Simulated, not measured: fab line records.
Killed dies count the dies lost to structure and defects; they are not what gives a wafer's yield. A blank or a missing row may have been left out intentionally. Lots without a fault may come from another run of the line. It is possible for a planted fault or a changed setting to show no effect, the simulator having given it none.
Which tool is to blame? + flow sfq-line + 6 lots (18 wafers sampled), 1 step of a 325-step route

## WHAT THE GAUGES READ, wafer by wafer
SFQ_M1_OVL_MEAS_911.
| lot  | measured     | on         | M1_OVL (nm) |
|------|--------------|------------|-------------|
| L278 | day 24 20:08 | overlay-02 | 9 8 2       |
| L288 | day 28 14:23 | overlay-01 | 6 -3 4      |
| L290 | day 29 15:35 | overlay-02 | 4 -5 7      |
| L292 | day 31 09:49 | overlay-01 | 10 -2 5     |
| L294 | day 32 11:09 | overlay-01 | 7 2 8       |
| L297 | day 33 06:22 | overlay-02 | 3 9 -3      |

## WHICH TOOL RAN EACH LOT (tool, then ch and the chambers of the sampled wafers, then the start)
Record: no process step prior to these readings.

## THE ANSWER, worked out from the rows above alone
Rule: the usual values come from the lots themselves. Put in order of their means at a reading, lots are off if they are a third of the lots or fewer, leave a main group of 4 or more, and stand apart from it by a gap of 3 or more times the standard deviation of the main group's means; of several such gaps the widest counts. A main group is skipped when, at the precision printed for the reading in the tables above, its means are all equal. Also off: a lot with no number at a reading for which 4 or more lots have one. Where the step has rows for the other lots, those lots are counted as sound.
Across all readings shown, no lot is off: no conclusion can be drawn from this.

## WHAT WAS PUT IN BY THE SIMULATOR
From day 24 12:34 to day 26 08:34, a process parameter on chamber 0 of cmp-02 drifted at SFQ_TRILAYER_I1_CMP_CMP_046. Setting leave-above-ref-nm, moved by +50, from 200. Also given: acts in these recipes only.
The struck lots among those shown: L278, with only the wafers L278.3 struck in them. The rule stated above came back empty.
